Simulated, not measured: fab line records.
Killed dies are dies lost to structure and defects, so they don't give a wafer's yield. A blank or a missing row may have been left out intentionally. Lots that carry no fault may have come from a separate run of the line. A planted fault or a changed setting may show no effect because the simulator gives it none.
The tool behind it: which one? | flow gf180mcu | 14 lots, 42 wafers sampled, at 2 steps of a route of 602

## WHAT THE GAUGES SHOWED, per wafer
GF_HV_LDD_OVL_MEAS_32.
lot  | measured     | on         | HV_LDD_02_OVL (nm)
L833 | day 12 15:37 | overlay-01 | 3.2 1.2 1.4
L832 | day 12 16:45 | overlay-01 | -2.9 -2.5 -1.4
L834 | day 13 01:42 | overlay-01 | -2.2 -0.3 -1.1
L835 | day 13 10:34 | overlay-01 | 0.2 -0.3 -2.7
L836 | day 13 14:50 | overlay-01 | -1.3 0.9 -1.0
L837 | day 13 17:46 | overlay-01 | 0.5 -1.1 -2.1
L839 | day 14 10:15 | overlay-02 | -0.9 -1.0 -0.8
L840 | day 14 18:19 | overlay-02 | -0.1 -2.5 0.4
L841 | day 15 07:12 | overlay-02 | 0.0 -0.1 0.5
L843 | day 15 12:50 | overlay-02 | -1.1 -0.2 -1.0
L844 | day 16 04:40 | overlay-02 | 0.4 1.3 -0.6
L845 | day 16 08:12 | overlay-02 | 1.2 2.5 0.9
L847 | day 16 23:00 | overlay-02 | 0.5 -0.2 -2.8
L853 | day 19 00:06 | overlay-01 | -0.8 -0.7 -0.5

GF_HV_LDD_THK_MEAS_57.
lot  | measured     | on            | HV_LDD_CVD_56_THK (nm)
L833 | day 13 15:21 | film-metro-01 | 89.6 89.4 89.2
L832 | day 13 16:14 | film-metro-02 | 89.7 89.9 90.0
L834 | day 14 01:36 | film-metro-01 | 89.3 89.7 89.1
L835 | day 14 11:01 | film-metro-01 | 88.4 89.1 88.8
L836 | day 14 15:08 | film-metro-01 | 88.7 88.9 89.2
L837 | day 14 18:01 | film-metro-01 | 91.2 90.7 90.7
L839 | day 15 11:27 | film-metro-02 | 90.4 89.0 89.8
L840 | day 15 19:41 | film-metro-02 | 89.7 89.3 90.1
L841 | day 16 08:46 | film-metro-04 | 89.4 89.4 89.8
L843 | day 16 14:42 | film-metro-01 | 90.8 89.8 90.5
L844 | day 17 06:50 | film-metro-01 | 90.2 89.6 90.2
L845 | day 17 11:21 | film-metro-02 | 89.3 89.2 88.6
L847 | day 18 02:31 | film-metro-01 | 88.5 89.3 89.4
L853 | day 20 04:59 | film-metro-04 | 92.0 92.2 91.8

## WHICH TOOL RAN EACH LOT (tool, then ch and the chambers of the sampled wafers, then the start)
The record holds no process step before these readings.

## AS READ BY THE TOOLS THEMSELVES (means over the sampled wafers that have a number; for cases with no such wafer, the mark the record gives instead)
The record holds no such reading with a usual standard deviation.

## THE ANSWER, worked out from the rows above alone
Rule: usual is defined by the lots themselves. Put in order of their means at a reading, lots are off if they are a third of the lots or fewer, leave a main group of 4 or more, and stand apart from it by a gap of 3 or more times the standard deviation of the main group's means; of several such gaps the widest counts. A main group whose means are all the same, to the digits that the tables above print for the reading, isn't used. A lot without any number at a reading at which 4 lots or more have one is off too. The other lots that the step has rows for count as sound. First the gauges in route order, then the tools' own readings, where a lot's mean is used as printed above. At the first step where some lot is off, the reading lying furthest off is the one used; lots without a number count as furthest.
Across all readings shown, no lot is off: no conclusion can be drawn from this.

## WHAT THE SIMULATOR HAD PUT IN
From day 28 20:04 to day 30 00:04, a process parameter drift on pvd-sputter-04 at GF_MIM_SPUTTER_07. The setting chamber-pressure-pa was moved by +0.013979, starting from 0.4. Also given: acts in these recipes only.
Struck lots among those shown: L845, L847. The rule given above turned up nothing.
